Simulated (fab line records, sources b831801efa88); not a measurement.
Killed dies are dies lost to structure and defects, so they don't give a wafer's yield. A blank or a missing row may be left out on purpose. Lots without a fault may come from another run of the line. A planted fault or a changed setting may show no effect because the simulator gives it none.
A struck lot beside a sound one | flow sky130 | 16 steps out of a route of 708
Sound: wafers L851.1, L851.3, L851.4. Struck: wafer L865.6. (L865.3, L865.5 of the same lot were not struck and are left out.) The cause comes at the end.
At each step with rows: each side's tool, then ch and its chambers, then its first start. Under that, the readings that differ: sound wafers | struck wafers | difference of the means | sigmas: that difference in standard deviations of wafers without a fault.
alike: readings whose means differ by less than 2 such deviations, and words and numbers that are the same on both sides. not compared: withheld readings, readings that some wafer has no value for, bounds like >300 that may hide the same value, and numbers for which the record gives no deviation and whose values overlap.
The two part at a step that has a row with sigmas, a row that says differs or no value, or rows on one side only. Numbers that don't overlap but have no deviation are shown without sigmas and don't part them. A reading that every wafer of one side lacks parts them only if that side has two wafers or more.

first, 2 steps without rows for these wafers: SKY_LOCAL_INTERCONNECT_PEB_09; SKY_LOCAL_INTERCONNECT_DEVELOP_10 (develop time 60 s).
SKY_LOCAL_INTERCONNECT_CD_MEAS_11: target cd 170 nm.
  sound on cd_sem-01, day 32 20:07; struck on cd_sem-01, day 36 09:10
  alike: cd_nm
SKY_LOCAL_INTERCONNECT_OVL_MEAS_12:
  sound on overlay-01, day 32 20:14; struck on overlay-01, day 36 09:15
  alike: LOCAL_INTERCONNECT_OVL
SKY_LOCAL_INTERCONNECT_ETCH_13: etches BARC in N2/H2, stops on SiO2, time 45.9 s, target depth 60 nm.
  sound on rie_metal-04 ch 0,1, day 32 20:16; struck on rie_metal-04 ch 1, day 36 09:18
  reading               | sound             | struck | difference | sigmas
  oes_product_au (a.u.) | 0.859 0.861 0.858 | 0.843  | -0.016     | -3
  alike: bias_w, drypump_motor_current_A, h2_flow_sccm, throttle_valve_pct
  not compared: rf_hours_counter_h
SKY_LOCAL_INTERCONNECT_METAL_ETCH_14: etches TiN in Cl2/BCl3, stops on PSG, target depth 110 nm, time 31.4 s.
  sound on rie_metal-04 ch 0,1, day 32 20:20; struck on rie_metal-04 ch 1, day 36 09:22
  alike: bias_w, drypump_motor_current_A, oes_product_au, throttle_valve_pct
  not compared: rf_hours_counter_h
SKY_LOCAL_INTERCONNECT_STRIP_15: strips in O2/N2.
  sound on plasma_asher-04 ch 0,1, day 32 20:23; struck on plasma_asher-01 ch 0, day 36 09:25
  reading                      | sound             | struck | difference | sigmas
  strip_time_to_endpoint_s (s) | 4.791 4.742 4.752 | 4.711  | -0.051     | -3
  alike: drypump_motor_current_A, oes_product_au
  not compared: rf_hours_counter_h
then, 3 steps without rows for these wafers: SKY_LOCAL_INTERCONNECT_STRIP_16 (strips in post etch residue remover, time 1200 s); SKY_LOCAL_INTERCONNECT_CLEAN_17 (cleans in IPA, time 180 s); SKY_LOCAL_INTERCONNECT_CLEAN_18 (cleans in O3/DIW).
SKY_CONTACT_CVD_00: deposits Si3N4, target thk 75 nm.
  sound on pecvd-02 ch 0,1, day 32 21:01; struck on pecvd-02 ch 0, day 36 10:01
  alike: heater_power_w
SKY_CONTACT_THK_MEAS_01:
  sound on film_metro-02, day 32 21:03; struck on film_metro-04, day 36 10:04
  alike: CONTACT_CVD_00_THK
SKY_CONTACT_HDPCVD_02: deposits SiO2, target thk 565 nm, time 94.2 s.
  sound on hdpcvd-01 ch 0,2, day 32 21:07; struck on hdpcvd-02 ch 0, day 36 10:08
  reading                                     | sound             | struck | difference | sigmas
  run_length_s (s)                            | 122.2 122.1 121.7 | 118.2  | -3.8       | -6
  model.SiO2_of_CONTACT_HDPCVD_02.thk_nm (nm) | 559.1 561 563.8   | 534    | -27        |
SKY_CONTACT_THK_MEAS_03:
  sound on film_metro-03, day 32 21:11; struck on film_metro-03, day 36 10:13
  reading                 | sound       | struck | difference | sigmas
  CONTACT_HDPCVD_THK (nm) | 559 561 563 | 534    | -27        | -4
SKY_CONTACT_CMP_04: polishes SiO2.
  sound on cmp-02 ch 0,2,3, day 32 21:14; struck on cmp-02 ch 3, day 36 10:19
  alike: motor_current_A, time_to_endpoint_s
then, 1 step without rows for these wafers: SKY_PAD_OPEN_PROBE_99.

WHERE THEY PART
First at SKY_LOCAL_INTERCONNECT_ETCH_13; last, within this record, at SKY_CONTACT_THK_MEAS_03. Later steps at which nothing parts them and some readings are alike: SKY_CONTACT_CMP_04.

WHY: what the simulator had put in
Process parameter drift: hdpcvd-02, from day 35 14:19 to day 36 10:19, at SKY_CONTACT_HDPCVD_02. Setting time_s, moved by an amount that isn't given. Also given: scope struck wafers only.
